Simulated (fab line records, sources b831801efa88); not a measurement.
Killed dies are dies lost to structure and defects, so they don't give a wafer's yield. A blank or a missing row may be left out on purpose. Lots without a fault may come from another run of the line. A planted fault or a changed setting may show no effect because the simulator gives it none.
Which tool did it? | flow gf180mcu | 11 lots, 33 wafers sampled, at 7 steps of a route of 602

WHAT THE GAUGES READ, wafer by wafer
GF_SAB_THK_MEAS_01.
lot  | measured     | on            | SAB_CVD_00_THK (nm)
L433 | day 14 04:06 | film_metro-01 | 49.8 50.8 51.0
L434 | day 14 14:33 | film_metro-01 | 49.7 49.8 50.1
L436 | day 15 04:09 | film_metro-03 | 49.6 49.6 50.2
L437 | day 16 00:54 | film_metro-04 | 49.3 49.0 50.3
L438 | day 16 01:47 | film_metro-03 | 49.8 50.0 49.6
L440 | day 17 13:53 | film_metro-04 | 49.5 50.5 50.4
L443 | day 18 12:05 | film_metro-01 | 51.0 50.5 51.1
L444 | day 18 19:04 | film_metro-04 | 50.0 50.5 49.9
L450 | day 20 16:22 | film_metro-01 | 48.9 50.1 49.8
L455 | day 22 07:22 | film_metro-01 | 50.3 51.1 50.5
L456 | day 22 09:40 | film_metro-03 | 49.4 49.8 50.2

GF_V1_THK_MEAS_03.
lot  | measured     | on            | V1_CVD_02_THK (nm)
L433 | day 17 01:57 | film_metro-01 | 846 851 862
L434 | day 17 12:15 | film_metro-04 | 839 854 847
L436 | day 18 03:22 | film_metro-01 | 855 839 854
L437 | day 19 01:16 | film_metro-03 | 848 840 857
L438 | day 19 04:07 | film_metro-01 | 852 837 850
L440 | day 20 19:09 | film_metro-04 | 850 851 865
L443 | day 21 16:11 | film_metro-01 | 871 875 859
L444 | day 21 23:56 | film_metro-03 | 846 852 855
L450 | day 23 17:43 | film_metro-04 | 395 852 839 395 852 838
L455 | day 25 06:14 | film_metro-04 | 825 840 853
L456 | day 25 08:13 | film_metro-03 | 860 869 880

GF_V2_THK_MEAS_01.
lot  | measured     | on            | V2_CVD_00_THK (nm)
L433 | day 19 05:01 | film_metro-03 | 599 595 602
L434 | day 19 15:53 | film_metro-03 | 588 586 604
L436 | day 20 06:43 | film_metro-02 | 603 603 603
L437 | day 21 05:41 | film_metro-04 | 595 594 604
L438 | day 21 07:12 | film_metro-02 | 598 600 595
L440 | day 22 21:19 | film_metro-02 | 605 602 607
L443 | day 23 17:58 | film_metro-04 | 602 597 599
L444 | day 24 00:56 | film_metro-04 | 602 590 605
L450 | day 25 15:44 | film_metro-02 | 603 599 594
L455 | day 27 02:23 | film_metro-04 | 598 605 593
L456 | day 27 05:18 | film_metro-03 | 591 594 598

WHICH TOOL RAN EACH LOT (tool, then ch and the chambers of the sampled wafers, then the start)
lot  | GF_CONTACT_CMP_04             | GF_V1_CVD_02                    | GF_V1_CMP_04                  | GF_V1_ETCH_17
L433 | cmp-01 ch 0,1,2, day 15 02:08 | pecvd-04 ch 0,1, day 17 01:52   | cmp-01 ch 0,2,3, day 17 02:03 | rie_diel-04 ch 0,3, day 19 05:01 or earlier
L434 | cmp-01 ch 0,3, day 15 12:50   | pecvd-02 ch 1,2, day 17 12:10   | cmp-01 ch 0,1,2, day 17 12:21 | rie_diel-04 ch 0,3, day 19 15:53 or earlier
L436 | cmp-02 ch 1,3, day 16 02:46   | pecvd-02 ch 0,1, day 18 03:18   | cmp-01 ch 1,2, day 18 03:29   | rie_diel-02 ch 1,2,3, day 20 06:43 or earlier
L437 | cmp-02 ch 0,1,2, day 16 23:55 | pecvd-01 ch 0,1, day 19 01:11   | cmp-02 ch 1,2, day 19 01:19   | rie_diel-02 ch 0,1,3, day 21 05:41 or earlier
L438 | cmp-02 ch 0,1,3, day 17 01:28 | pecvd-01 ch 0,1,2, day 19 04:02 | cmp-01 ch 1,2,3, day 19 04:10 | rie_diel-04 ch 0,1, day 21 07:12 or earlier
L440 | cmp-02 ch 0,1, day 18 15:11   | pecvd-01 ch 0,2, day 20 19:05   | cmp-01 ch 0,2,3, day 20 19:16 | rie_diel-04 ch 0,2, day 22 21:19 or earlier
L443 | cmp-02 ch 0,3, day 19 13:04   | pecvd-01 ch 0,1,2, day 21 16:07 | cmp-01 ch 1,2, day 21 16:16   | rie_diel-04 ch 0,1,3, day 23 17:58 or earlier
L444 | cmp-01 ch 0,3, day 19 20:56   | pecvd-02 ch 0,1,2, day 21 23:52 | cmp-01 ch 1,2,3, day 22 00:07 | rie_diel-03 ch 0,1,3, day 24 00:56 or earlier
L450 | cmp-02 ch 1,2, day 21 16:35   | pecvd-02 ch 0,1,2, day 23 17:38 | cmp-01 ch 0,1, day 23 23:17   | rie_diel-03 ch 0,1,2, day 25 15:44 or earlier
L455 | cmp-02 ch 1,2,3, day 23 06:56 | pecvd-01 ch 1,2, day 25 06:08   | cmp-02 ch 0,2,3, day 25 06:25 | rie_diel-04 ch 0,1, day 27 02:23 or earlier
L456 | cmp-02 ch 2,3, day 23 10:22   | pecvd-04 ch 0,2, day 25 08:07   | cmp-02 ch 2,3, day 25 08:15   | rie_diel-04 ch 1,2,3, day 27 05:18 or earlier
- GF_CONTACT_CMP_04: polishes SiO2.
- GF_V1_CVD_02: deposits SiO2 from TEOS, target thk 850 nm, time 94.851 s.
- GF_V1_CMP_04: polishes SiO2.
- GF_V1_ETCH_17: etches SiO2 in C4F8/O2/Ar, stops on TiN, target depth 630 nm.

WHAT THE TOOLS THEMSELVES READ (means of the sampled wafers that have a number; where no wafer has one, the mark that the record gives instead)
GF_CONTACT_CMP_04.
lot  | tool   | head_pressure_psi (psi) | motor_current_A (A) | time_to_endpoint_s (s)
L433 | cmp-01 | 4.002                   | 11.8                | 118
L434 | cmp-01 | 4.002                   | 12.6                | 113
L436 | cmp-02 | 4.004                   | 12.2                | 109
L437 | cmp-02 | 4.005                   | 12.4                | 112
L438 | cmp-02 | 4.004                   | 12.2                | 99
L440 | cmp-02 | 3.995                   | 11.7                | 113
L443 | cmp-02 | 4.005                   | 13.0                | 111
L444 | cmp-01 | 4.000                   | 12.7                | 115
L450 | cmp-02 | 3.998                   | 11.3                | 112
L455 | cmp-02 | 3.992                   | 12.4                | 112
L456 | cmp-02 | 4.007                   | 12.2                | 114

GF_V1_CVD_02.
lot  | tool     | heater_power_w (W) | rf_fwd_power_W (W) | susceptor_temp_C (C)
L433 | pecvd-04 | 664                | 595.8              | 399.99
L434 | pecvd-02 | 788                | 594.8              | 400.11
L436 | pecvd-02 | 698                | 598.4              | 400.00
L437 | pecvd-01 | 625                | 597.2              | 400.06
L438 | pecvd-01 | 606                | 598.1              | 399.89
L440 | pecvd-01 | 680                | 597.2              | 400.01
L443 | pecvd-01 | 597                | 599.1              | 399.84
L444 | pecvd-02 | 687                | 595.7              | 399.84
L450 | pecvd-02 | 647                | 594.8              | 400.20
L455 | pecvd-01 | 572                | 596.5              | 400.03
L456 | pecvd-04 | 648                | 598.1              | 399.98

GF_V1_CMP_04.
lot  | tool   | head_pressure_psi (psi) | motor_current_A (A) | time_to_endpoint_s (s)
L433 | cmp-01 | 4.002                   | 12.2                | 84
L434 | cmp-01 | 4.001                   | 11.6                | 82
L436 | cmp-01 | 3.997                   | 11.3                | 81
L437 | cmp-02 | 4.006                   | 11.0                | 83
L438 | cmp-01 | 4.003                   | 12.1                | 80
L440 | cmp-01 | 4.008                   | 12.5                | 82
L443 | cmp-01 | 4.008                   | 11.4                | 90
L444 | cmp-01 | 3.996                   | 12.2                | 81
L450 | cmp-01 | 4.000                   | 10.8                | 61
L455 | cmp-02 | 4.003                   | 13.5                | 75
L456 | cmp-02 | 4.007                   | 12.5                | 92

GF_V1_ETCH_17.
lot  | tool        | chamber_pressure_mTorr (mTorr) | oes_product_au (a.u.) | rf_fwd_power_W (W)
L433 | rie_diel-04 | 40.00                          | 0.855                 | 1489
L434 | rie_diel-04 | 40.01                          | 0.856                 | 1491
L436 | rie_diel-02 | 40.01                          | 0.855                 | 1493
L437 | rie_diel-02 | 39.99                          | 0.858                 | 1493
L438 | rie_diel-04 | 40.00                          | 0.851                 | 1495
L440 | rie_diel-04 | 40.05                          | 0.859                 | 1494
L443 | rie_diel-04 | 40.00                          | 0.855                 | 1494
L444 | rie_diel-03 | 40.00                          | 0.856                 | 1488
L450 | rie_diel-03 | 39.99                          | 0.798                 | 1497
L455 | rie_diel-04 | 40.01                          | 0.858                 | 1495
L456 | rie_diel-04 | 40.00                          | 0.850                 | 1491

THE ANSWER, worked out from the rows above alone
Rule: what is usual is taken from the lots themselves. Put in order of their means at a reading, lots are off if they are a third of the lots or fewer, leave a main group of 4 or more, and stand apart from it by a gap of 3 or more times the standard deviation of the main group's means; of several such gaps the widest counts. A main group whose means are all the same, to the digits that the tables above print for the reading, isn't used. A lot without any number at a reading at which 4 lots or more have one is off too. The other lots that the step has rows for count as sound. The gauges are gone through in route order, then the tools' own readings, and for those a lot's mean is taken as printed above. The first step at which some lot is off is used, and at that step the reading that is off furthest; a lot without a number counts as furthest.
Off: L450, at GF_V1_THK_MEAS_03 (V1_CVD_02_THK). The main group: mean 853 nm, standard deviation 9.1.
A tool fits if, at a process step before that reading, it ran every lot that is off, and no sound lot after the first of them. The gauges at GF_V1_THK_MEAS_03 aren't tried: what is off there is off at GF_V1_CMP_04 too, on other tools, and a gauge's error can't cause that. One fits: pecvd-02 at GF_V1_CVD_02. Its last sound lot is L444 (day 21 23:52), its first lot that is off L450 (day 23 17:38): a fault that began between those two fits.

WHAT THE SIMULATOR HAD PUT IN
Process parameter drift: pecvd-02, from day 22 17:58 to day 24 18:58, at GF_V1_CVD_02. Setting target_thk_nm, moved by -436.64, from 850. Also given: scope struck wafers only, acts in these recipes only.
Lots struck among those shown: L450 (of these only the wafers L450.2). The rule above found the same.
